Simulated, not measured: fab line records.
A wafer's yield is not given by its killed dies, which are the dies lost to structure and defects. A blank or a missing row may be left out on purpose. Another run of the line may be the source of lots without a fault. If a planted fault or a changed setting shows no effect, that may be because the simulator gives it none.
The tool behind it: which one? + flow gf180mcu + Sampling: 14 lots, 42 wafers, 5 of 602 route steps

WHAT EACH GAUGE READ, for each wafer
GF_POLY_GATE_CD_MEAS_10: the cd target is 280 nm. Usual: cd nm 279.8 nm, standard deviation 1.2.
| lot  | measured     | on        | cd nm (nm)        | flag |
|------|--------------|-----------|-------------------|------|
| L787 | day 9 10:25  | cd sem-01 | 282.5 280.9 281.0 |      |
| L788 | day 9 14:32  | cd sem-02 | 282.2 279.7 280.7 |      |
| L789 | day 9 23:25  | cd sem-01 | 278.5 277.7 280.3 |      |
| L790 | day 10 00:55 | cd sem-01 | 279.3 279.8 280.0 |      |
| L792 | day 10 17:43 | cd sem-01 | 279.8 278.9 278.2 |      |
| L791 | day 10 18:01 | cd sem-02 | 278.0 278.8 278.8 |      |
| L793 | day 10 22:40 | cd sem-01 | 277.8 277.2 277.5 |      |
| L794 | day 11 08:23 | cd sem-02 | 279.3 280.9 279.8 |      |
| L795 | day 11 12:58 | cd sem-02 | 278.8 279.9 279.2 |      |
| L796 | day 12 02:22 | cd sem-02 | 279.2 279.6 280.5 |      |
| L802 | day 13 22:44 | cd sem-02 | 281.1 281.0 280.6 |      |
| L804 | day 14 10:23 | cd sem-01 | 281.3 280.2 279.0 |      |
| L805 | day 14 16:31 | cd sem-02 | 280.0 280.8 280.7 |      |
| L809 | day 15 21:35 | cd sem-01 | 280.5 280.1 280.4 |      |

GF_HV_LDD_OVL_MEAS_32. Usual: for HV_LDD_02_OVL the level is -0.6 nm and the standard deviation is 1.3.
| lot  | measured     | on         | HV_LDD_02_OVL (nm) | flag |
|------|--------------|------------|--------------------|------|
| L787 | day 11 19:17 | overlay-01 | 1.4 -1.8 -0.7      |      |
| L788 | day 11 23:02 | overlay-02 | -2.5 -1.7 -1.5     |      |
| L789 | day 12 10:08 | overlay-01 | -2.0 0.4 -0.1      |      |
| L790 | day 12 11:21 | overlay-02 | -3.0 -1.1 -1.3     |      |
| L792 | day 13 04:42 | overlay-02 | -1.5 0.3 -1.0      |      |
| L791 | day 13 07:35 | overlay-02 | 0.8 -1.4 1.2       |      |
| L793 | day 13 10:53 | overlay-02 | 0.0 -1.0 -0.7      |      |
| L794 | day 13 21:35 | overlay-02 | 2.2 1.0 -0.2       |      |
| L795 | day 14 02:16 | overlay-02 | -0.7 0.1 0.7       |      |
| L796 | day 14 17:17 | overlay-01 | -2.2 -0.2 -1.3     |      |
| L802 | day 16 19:08 | overlay-02 | 1.9 2.5 2.2        |      |
| L804 | day 17 05:35 | overlay-01 | -0.5 1.9 -1.7      |      |
| L805 | day 17 13:55 | overlay-02 | -0.9 -0.8 0.6      |      |
| L809 | day 18 21:44 | overlay-02 | -0.4 -2.1 -1.7     |      |

GF_SAB_THK_MEAS_01. Usual: for SAB_CVD_00_THK the level is 49.6 nm and the standard deviation is 0.66.
| lot  | measured     | on            | SAB_CVD_00_THK (nm) | flag |
|------|--------------|---------------|---------------------|------|
| L787 | day 14 11:33 | film metro-01 | 49.2 50.1 50.3      |      |
| L788 | day 14 16:34 | film metro-04 | 49.8 49.8 50.0      |      |
| L789 | day 15 05:05 | film metro-03 | 49.6 49.7 49.7      |      |
| L790 | day 15 07:42 | film metro-03 | 49.5 49.1 49.7      |      |
| L792 | day 16 00:09 | film metro-03 | 50.8 50.7 50.8      |      |
| L791 | day 16 03:34 | film metro-03 | 49.2 49.4 49.4      |      |
| L793 | day 16 08:20 | film metro-04 | 49.0 50.0 49.4      |      |
| L794 | day 16 18:16 | film metro-04 | 48.8 48.9 49.8      |      |
| L795 | day 16 23:13 | film metro-04 | 50.0 48.2 49.8      |      |
| L796 | day 17 17:02 | film metro-03 | 48.8 49.4 49.8      |      |
| L802 | day 19 23:49 | film metro-04 | 49.9 50.6 49.3      |      |
| L804 | day 20 10:37 | film metro-01 | 48.1 38.1 50.3      | OFF  |
| L805 | day 20 19:59 | film metro-04 | 50.4 38.2 50.5      | OFF  |
| L809 | day 22 03:14 | film metro-04 | 49.9 50.0 50.1      |      |

GF_M1_OVL_MEAS_15. Usual: for M1_OVL the level is 6 nm and the standard deviation is 5.2.
| lot  | measured     | on         | M1_OVL (nm) | flag |
|------|--------------|------------|-------------|------|
| L787 | day 17 08:17 | overlay-02 | 1 4 7       |      |
| L788 | day 17 14:17 | overlay-02 | 3 3 1       |      |
| L789 | day 18 02:30 | overlay-02 | 5 1 6       |      |
| L790 | day 18 05:37 | overlay-02 | -1 0 9      |      |
| L792 | day 19 01:47 | overlay-01 | 0 7 3       |      |
| L791 | day 19 05:31 | overlay-01 | 0 4 4       |      |
| L793 | day 19 10:23 | overlay-01 | 16 13 10    |      |
| L794 | day 19 18:59 | overlay-01 | 10 17 3     |      |
| L795 | day 20 03:32 | overlay-02 | 14 6 8      |      |
| L796 | day 20 21:34 | overlay-01 | 0 4 5       |      |
| L802 | day 23 01:59 | overlay-02 | 0 2 9       |      |
| L804 | day 23 13:17 | overlay-01 | -1 -2 3     |      |
| L805 | day 23 20:59 | overlay-02 | 13 15 10    |      |
| L809 | day 25 02:11 | overlay-02 | 11 16 11    |      |

EACH LOT AND THE TOOL THAT RAN IT (in order: tool; ch and the chambers of the sampled wafers; start)
| lot  | GF_SAB_CVD_00                   |
|------|---------------------------------|
| L787 | pecvd-04 ch 0,1, day 14 11:32   |
| L788 | pecvd-03 ch 0,2, day 14 16:32   |
| L789 | pecvd-02 ch 0,1,2, day 15 05:03 |
| L790 | pecvd-03 ch 0,2, day 15 07:41   |
| L792 | pecvd-03 ch 0,1,2, day 16 00:04 |
| L791 | pecvd-03 ch 0,1,2, day 16 03:33 |
| L793 | pecvd-03 ch 0,1,2, day 16 08:18 |
| L794 | pecvd-03 ch 0,1, day 16 18:14   |
| L795 | pecvd-04 ch 0,1,2, day 16 23:12 |
| L796 | pecvd-02 ch 0,2, day 17 17:01   |
| L802 | pecvd-04 ch 0,1, day 19 23:47   |
| L804 | pecvd-04 ch 0,1,2, day 20 10:35 |
| L805 | pecvd-04 ch 0,1, day 20 19:58   |
| L809 | pecvd-02 ch 0,1, day 22 03:12   |
- GF_SAB_CVD_00: deposits SiO2 from TEOS, target thk 50 nm, time 4.9302 s.

AS READ BY THE TOOLS THEMSELVES (means over the sampled wafers that have a number; for cases with no such wafer, the mark the record gives instead)
GF_SAB_CVD_00. Usual: heater power w 681 W, standard deviation 110.
| lot  | tool     | heater power w (W) | flag |
|------|----------|--------------------|------|
| L787 | pecvd-04 | 707                |      |
| L788 | pecvd-03 | 660                |      |
| L789 | pecvd-02 | 691                |      |
| L790 | pecvd-03 | 608                |      |
| L792 | pecvd-03 | 668                |      |
| L791 | pecvd-03 | 656                |      |
| L793 | pecvd-03 | 710                |      |
| L794 | pecvd-03 | 679                |      |
| L795 | pecvd-04 | 707                |      |
| L796 | pecvd-02 | 715                |      |
| L802 | pecvd-04 | 640                |      |
| L804 | pecvd-04 | 693                |      |
| L805 | pecvd-04 | 632                |      |
| L809 | pecvd-02 | 621                |      |

THE ANSWER, worked out from the rows above alone
Rule: take the mean of a lot's wafers that have a number; if it is more than 3 standard deviations from the usual mean, the lot is off. A lot without any number at a reading at which 4 lots or more have one is off too. The other lots that the step has rows for count as sound. After the gauges, taken in route order, come the tools' own readings; for these a lot's mean is taken, as printed above. The first step at which some lot is off is used, and at that step the reading that is off furthest; a lot without a number counts as furthest.
Off: L804, L805, seen at GF_SAB_THK_MEAS_01 (SAB_CVD_00_THK).
A tool fits if, at a process step before that reading, it ran every lot that is off, and no sound lot after the first of them. Those tools and the gauges at GF_SAB_THK_MEAS_01 are tried in the same way. One candidate fits, namely pecvd-04 at GF_SAB_CVD_00. Its last sound lot is L802 (day 19 23:47), its first lot that is off L804 (day 20 10:35): a fault that began between those two fits.

WHAT THE SIMULATOR HAD PUT IN
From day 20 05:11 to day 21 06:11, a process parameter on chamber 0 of pecvd-04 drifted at GF_SAB_CVD_00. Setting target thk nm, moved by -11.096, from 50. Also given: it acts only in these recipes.
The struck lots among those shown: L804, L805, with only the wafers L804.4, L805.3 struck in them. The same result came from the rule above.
